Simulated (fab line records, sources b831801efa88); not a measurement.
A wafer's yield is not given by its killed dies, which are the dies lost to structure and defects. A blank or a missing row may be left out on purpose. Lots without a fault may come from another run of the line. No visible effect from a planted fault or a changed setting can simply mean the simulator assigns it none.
Struck lot and sound lot, side by side || flow sky130 || 15 steps out of a route of 708
Sound: these wafers, L314.2, L314.4, L314.6. Struck: wafer L316.4 (left out: L316.3, L316.6 of the same lot, which were not struck); the cause appears at the end.
Per side, at each step with rows, come the tool, then ch with its chambers, and then its first start. Under that, the readings that differ: sound wafers || struck wafers || difference of the means || sigmas: that difference in standard deviations of wafers without a fault.
alike: words and numbers the same on both sides, and readings whose means are apart by under 2 such deviations; not compared: readings that were withheld, readings missing a value for some wafer, numbers with overlapping values and no deviation given by the record, and bounds like >300 which may hide the same value.
A row with sigmas, a row that says differs or no value, or rows on one side alone: a step with any of these is where the two part. Numbers that don't overlap but have no deviation are shown without sigmas and don't part them. A reading missing from all wafers of one side parts the sides only when that side holds two or more wafers.

SKY_FIELD_ISO_ETCH_15: etches the open film in CHF3/O2, stops on Si, target depth 180 nm, time 72 s.
  sound on rieDiel-03 ch 0,1, day 3 06:28; struck on rieDiel-04 ch 2, day 3 16:41
  alike: chf3FlowSccm, drypumpMotorCurrentA, oesProductAu, throttleValvePct
  not compared: rfHoursCounterH
SKY_FIELD_ISO_STRIP_16: strips in O2/N2.
  sound on plasmaAsher-01 ch 0,1, day 3 06:31; struck on plasmaAsher-03 ch 0, day 3 16:47
{"reading": "stripTimeToEndpointS (s)", "sound": "3.48 3.55 3.46", "struck": 3.58, "difference": "+0.08", "sigmas": "+3"}
  alike: drypumpMotorCurrentA, oesProductAu
  not compared: rfHoursCounterH
SKY_FIELD_ISO_ETCH_17: etches Si in HBr/Cl2/O2, target depth 342 nm, time 97.7 s.
  sound on rieSi-02 ch 0,2, day 3 06:37; struck on rieSi-02 ch 2, day 3 16:51
{"reading": "drypumpMotorCurrentA (A)", "sound": "5.42 6.03 6.00", "struck": 5.32, "difference": -0.50, "sigmas": -2}
  alike: oesProductAu, throttleValvePct
  not compared: rfHoursCounterH
then, 5 steps without rows for these wafers: SKY_FIELD_ISO_WET_ETCH_18 (etches Si3N4 in H3PO4, target depth 25 nm, time 286 s); SKY_FIELD_ISO_CLEAN_19 (cleans in SC1/SC2, time 150 s); SKY_FIELD_ISO_CLEAN_20 (cleans in dHF, time 20 s); SKY_FIELD_ISO_WET_ETCH_21 (etches SiO2 in dHF, target depth 20 nm, time 400 s); SKY_FIELD_ISO_OXIDATION_22 (stabilise 600 s, purge 300 s, target thk 10 nm).
SKY_FIELD_ISO_THK_MEAS_23:
  struck on filmMetro-01, day 3 20:40; sound on filmMetro-04, day 3 09:14
{"reading": "FIELD_ISO_OXIDATION_01_THK (nm)", "sound": "10.20 10.03 10.26", "struck": 9.78, "difference": -0.38, "sigmas": -2}
then, 1 step without rows for these wafers: SKY_FIELD_ISO_CVD_24 (deposits SiO2, target thk 595 nm, time 99.2 s).
SKY_FIELD_ISO_THK_MEAS_25:
  struck on filmMetro-04, day 3 20:47; sound on filmMetro-03, day 3 09:22
  alike: FIELD_ISO_CVD_24_THK
then, 1 step without rows for these wafers: SKY_FIELD_ISO_ANNEAL_26 (time 1800 s).
SKY_FIELD_ISO_CMP_27: polishes, stops on Si3N4, t overpolish 16 s, target thk 457.8 nm.
  sound on cmp-01 ch 1,3, day 3 12:03; struck on cmp-01 ch 2, day 3 23:41
{"reading": "overpolishRunS (s)", "sound": "16.014 15.997 16.011", "struck": 10.911, "difference": -5.096, "sigmas": "-99 or more"}
{"reading": "tOverpolishS (s)", "sound": "16 16 16", "struck": 10.905, "difference": -5.095, "sigmas": ""}
  alike: motorCurrentA, timeToEndpointS
then, 1 step without rows for these wafers: SKY_FIELD_ISO_WET_ETCH_28 (etches SiO2 in dHF, target depth 23.7 nm, time 47 s).
-- a jump in the record: the struck wafers' starts before and after are 44 days apart (it breaks off in module FIELD_ISO and resumes in module PAD_OPEN, where the first step shown is number 708 of the route) --
SKY_PAD_OPEN_PROBE_99:
  struck on prober-02, day 47 17:13; sound on prober-02, day 47 00:10
  alike: killed_at_M0_to_M3, killed_at_M4_up, killedAtContacts, killedAtFrontEnd, killedAtOther, killedDies, killedOnRim, killedOpen, killedShort

== WHERE THEY PART ==
First at SKY_FIELD_ISO_STRIP_16; last, within this record, at SKY_FIELD_ISO_CMP_27. Later steps at which nothing parts them and some readings are alike: SKY_PAD_OPEN_PROBE_99.

WHY: what had been put in by the simulator
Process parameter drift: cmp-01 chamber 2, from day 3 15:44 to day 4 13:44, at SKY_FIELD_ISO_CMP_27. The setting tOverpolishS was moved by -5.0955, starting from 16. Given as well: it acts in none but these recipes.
